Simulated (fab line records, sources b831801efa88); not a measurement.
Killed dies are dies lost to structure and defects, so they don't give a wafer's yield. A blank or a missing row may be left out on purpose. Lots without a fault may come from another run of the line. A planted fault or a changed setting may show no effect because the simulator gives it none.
Which tool did it? | flow gf180mcu | 15 lots, 44 wafers sampled, at 5 steps of a route of 602

WHAT THE GAUGES READ, wafer by wafer
GF_NWELL_OVL_MEAS_07. Usual: NWELL_OVL -0.6 nm, standard deviation 1.4.
lot  | measured    | on         | NWELL_OVL (nm)    | flag
L883 | day 3 07:54 | overlay-01 | -1.1 -1.3         |
L886 | day 3 22:31 | overlay-01 | 1.9 -0.8 1.2      |
L887 | day 4 06:05 | overlay-01 | -0.4 0.0 -0.7     |
L888 | day 4 10:33 | overlay-02 | -0.5 -2.4 -1.1    |
L889 | day 4 15:35 | overlay-02 | 0.4 -0.7 -0.4     |
L890 | day 5 02:10 | overlay-01 | 0.6 0.3 1.5       |
L892 | day 5 11:51 | overlay-01 | -2.3 -2.5 -1.3    |
L893 | day 5 18:04 | overlay-02 | 0.0 0.6 -1.7      |
L895 | day 6 05:10 | overlay-01 | 1.4 1.3 1.4       |
L896 | day 6 10:21 | overlay-01 | -3.3 -6.8 -2.4    |
L898 | day 6 19:26 | overlay-01 | -0.5 0.0 -0.9     |
L900 | day 7 04:40 | overlay-02 | -1.2 -0.6 -1.0    |
L902 | day 7 15:09 | overlay-02 | -97.6 -97.0 -99.2 | OFF
L904 | day 8 04:44 | overlay-01 | -98.0 -96.9 -97.5 | OFF
L905 | day 8 10:03 | overlay-01 | -98.7 -97.5 -97.3 | OFF

GF_POLY_GATE_OVL_MEAS_11. Usual: POLY_GATE_OVL -2 nm, standard deviation 6.
lot  | measured     | on         | POLY_GATE_OVL (nm) | flag
L883 | day 9 02:21  | overlay-01 | 3 -1               |
L886 | day 9 20:17  | overlay-01 | -5 -6 3            |
L887 | day 10 07:07 | overlay-02 | -12 -6 -8          |
L888 | day 10 13:18 | overlay-01 | 0 -5 -2            |
L889 | day 10 22:06 | overlay-02 | 3 5 -2             |
L890 | day 11 11:37 | overlay-01 | -2 3 7             |
L892 | day 11 23:55 | overlay-02 | 2 4 -4             |
L893 | day 12 07:00 | overlay-02 | -4 -1 -2           |
L895 | day 12 22:26 | overlay-01 | -5 -1 -1           |
L896 | day 13 01:49 | overlay-02 | -10 -5 -10         |
L898 | day 13 17:27 | overlay-02 | -10 -7 -16         |
L900 | day 14 05:45 | overlay-02 | -9 -4 -6           |
L902 | day 14 21:27 | overlay-01 | 5 -3 1             |
L904 | day 15 14:40 | overlay-02 | 1 1 -2             |
L905 | day 16 03:09 | overlay-02 | -4 -10 -17         |

GF_HV_LDD_OVL_MEAS_08. Usual: HV_LDD_OVL 0.1 nm, standard deviation 1.5.
lot  | measured     | on         | HV_LDD_OVL (nm) | flag
L883 | day 9 23:10  | overlay-01 | 0.6 2.3         |
L886 | day 10 16:36 | overlay-02 | 1.0 0.1 0.0     |
L887 | day 11 03:40 | overlay-01 | -1.8 -0.2 0.0   |
L888 | day 11 10:07 | overlay-02 | -1.1 -1.1 -0.6  |
L889 | day 11 18:34 | overlay-02 | 1.1 -0.1 -1.3   |
L890 | day 12 08:32 | overlay-01 | 0.2 0.5 -0.1    |
L892 | day 12 20:58 | overlay-02 | -2.0 -1.2 -1.7  |
L893 | day 13 04:34 | overlay-02 | 1.3 -0.6 1.4    |
L895 | day 13 21:55 | overlay-02 | 1.3 -2.0 -0.8   |
L896 | day 14 00:19 | overlay-02 | -1.0 -0.5 0.5   |
L898 | day 14 15:43 | overlay-01 | 2.2 2.3 2.7     |
L900 | day 15 04:44 | overlay-02 | 0.8 -1.7 -0.9   |
L902 | day 15 22:46 | overlay-02 | 1.0 1.7 0.3     |
L904 | day 16 19:34 | overlay-02 | -1.8 -1.9 0.0   |
L905 | day 17 05:55 | overlay-01 | 1.6 2.4 1.4     |

GF_HV_LDD_TW_MEAS_23. Usual: HV_LDD_2_TW 1052, standard deviation 11.
lot  | measured     | on            | HV_LDD_2_TW    | flag
L883 | day 10 17:51 | film_metro-04 | 1049 1043      |
L886 | day 11 12:00 | film_metro-03 | 1044 1037 1041 |
L887 | day 11 22:54 | film_metro-04 | 1053 1054 1053 |
L888 | day 12 05:39 | film_metro-04 | 1049 1050 1056 |
L889 | day 12 14:15 | film_metro-01 | 1064 1063 1062 |
L890 | day 13 04:34 | film_metro-01 | 1056 1055 1062 |
L892 | day 13 17:36 | film_metro-01 | 1060 1061 1060 |
L893 | day 14 01:48 | film_metro-01 | 1065 1065 1059 |
L895 | day 14 19:40 | film_metro-03 | 1036 1035 1036 |
L896 | day 14 21:15 | film_metro-04 | 1054 1045 1052 |
L898 | day 15 12:54 | film_metro-01 | 1057 1063 1058 |
L900 | day 16 02:32 | film_metro-01 | 1062 1062 1065 |
L902 | day 16 20:49 | film_metro-04 | 1053 1056 1055 |
L904 | day 17 17:51 | film_metro-01 | 1066 1057 1059 |
L905 | day 18 04:31 | film_metro-03 | 1026 1029 1027 |

WHICH TOOL RAN EACH LOT (tool, then ch and the chambers of the sampled wafers, then the start)
lot  | GF_NWELL_EXPOSE_04
L883 | iline_stepper-02 ch 0, day 3 01:44
L886 | iline_stepper-01 ch 0, day 3 16:54
L887 | iline_stepper-01 ch 0, day 3 23:51
L888 | iline_stepper-02 ch 0, day 4 04:14
L889 | iline_stepper-01 ch 0, day 4 09:20
L890 | iline_stepper-02 ch 0, day 4 19:40
L892 | iline_stepper-02 ch 0, day 5 04:50
L893 | iline_stepper-01 ch 0, day 5 11:22
L895 | iline_stepper-02 ch 0, day 5 21:47
L896 | iline_stepper-02 ch 0, day 6 03:16
L898 | iline_stepper-02 ch 0, day 6 12:14
L900 | iline_stepper-02 ch 0, day 6 21:07
L902 | iline_stepper-02 ch 0, day 7 07:38
L904 | iline_stepper-02 ch 0, day 7 21:22
L905 | iline_stepper-02 ch 0, day 8 02:04
- GF_NWELL_EXPOSE_04: exposes mask Nwell, target cd 860 nm.

WHAT THE TOOLS THEMSELVES READ (means of the sampled wafers that have a number; where no wafer has one, the mark that the record gives instead)
GF_NWELL_EXPOSE_04. Usual: exposure_dose_mJ_cm2 260.00, standard deviation 0.26.
lot  | tool             | exposure_dose_mJ_cm2 | flag
L883 | iline_stepper-02 | 259.90               |
L886 | iline_stepper-01 | 259.60               |
L887 | iline_stepper-01 | 259.75               |
L888 | iline_stepper-02 | 259.96               |
L889 | iline_stepper-01 | 259.82               |
L890 | iline_stepper-02 | 260.37               |
L892 | iline_stepper-02 | 260.11               |
L893 | iline_stepper-01 | 260.05               |
L895 | iline_stepper-02 | 259.64               |
L896 | iline_stepper-02 | 259.88               |
L898 | iline_stepper-02 | 259.90               |
L900 | iline_stepper-02 | 260.31               |
L902 | iline_stepper-02 | 259.76               |
L904 | iline_stepper-02 | 260.06               |
L905 | iline_stepper-02 | 260.26               |

THE ANSWER, worked out from the rows above alone
Rule: a lot is off if the mean of its wafers that have a number lies more than 3 standard deviations from the usual mean. A lot without any number at a reading at which 4 lots or more have one is off too. The other lots that the step has rows for count as sound. The gauges are gone through in route order, then the tools' own readings, and for those a lot's mean is taken as printed above. The first step at which some lot is off is used, and at that step the reading that is off furthest; a lot without a number counts as furthest.
Off: L902, L904, L905, at GF_NWELL_OVL_MEAS_07 (NWELL_OVL).
A tool fits if, at a process step before that reading, it ran every lot that is off, and no sound lot after the first of them. The gauges at GF_NWELL_OVL_MEAS_07 are tried like those tools. One fits: iline_stepper-02 at GF_NWELL_EXPOSE_04. Its last sound lot is L900 (day 6 21:07), its first lot that is off L902 (day 7 07:38): a fault that began between those two fits.

WHAT THE SIMULATOR HAD PUT IN
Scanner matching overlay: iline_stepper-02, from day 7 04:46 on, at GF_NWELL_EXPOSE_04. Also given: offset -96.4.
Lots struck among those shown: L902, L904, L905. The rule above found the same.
